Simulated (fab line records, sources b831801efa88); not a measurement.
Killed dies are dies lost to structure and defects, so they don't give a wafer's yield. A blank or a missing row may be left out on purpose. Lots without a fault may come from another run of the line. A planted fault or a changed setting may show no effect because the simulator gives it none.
Which tool did it? | flow gf180mcu | 12 lots, 36 wafers sampled, at 1 step of a route of 602

WHAT THE GAUGES READ, wafer by wafer
GF_M1_OVL_MEAS_15.
lot  | measured     | on         | M1_OVL (nm)
L075 | day 18 11:01 | overlay-02 | 2 -6 -5
L077 | day 19 07:20 | overlay-01 | 2 1 -1
L079 | day 20 04:23 | overlay-02 | -1 -6 2
L081 | day 20 20:41 | overlay-01 | -14 -12 -9
L083 | day 21 12:20 | overlay-02 | -6 -7 4
L085 | day 22 04:44 | overlay-01 | -5 -5 3
L087 | day 22 15:43 | overlay-02 | -5 -2 3
L089 | day 23 10:17 | overlay-02 | 10 4 2
L091 | day 24 01:05 | overlay-01 | 1 8 12
L093 | day 24 10:53 | overlay-01 | 1 -5 -14
L095 | day 25 00:35 | overlay-02 | 1 -2 8
L097 | day 25 18:15 | overlay-02 | -10 -11 -2

WHICH TOOL RAN EACH LOT (tool, then ch and the chambers of the sampled wafers, then the start)
The record holds no process step before these readings.

THE ANSWER, worked out from the rows above alone
Rule: what is usual is taken from the lots themselves. Put in order of their means at a reading, lots are off if they are a third of the lots or fewer, leave a main group of 4 or more, and stand apart from it by a gap of 3 or more times the standard deviation of the main group's means; of several such gaps the widest counts. A main group whose means are all the same, to the digits that the tables above print for the reading, isn't used. A lot without any number at a reading at which 4 lots or more have one is off too. The other lots that the step has rows for count as sound.
No lot is off at any reading shown: from this, nothing can be told.

WHAT THE SIMULATOR HAD PUT IN
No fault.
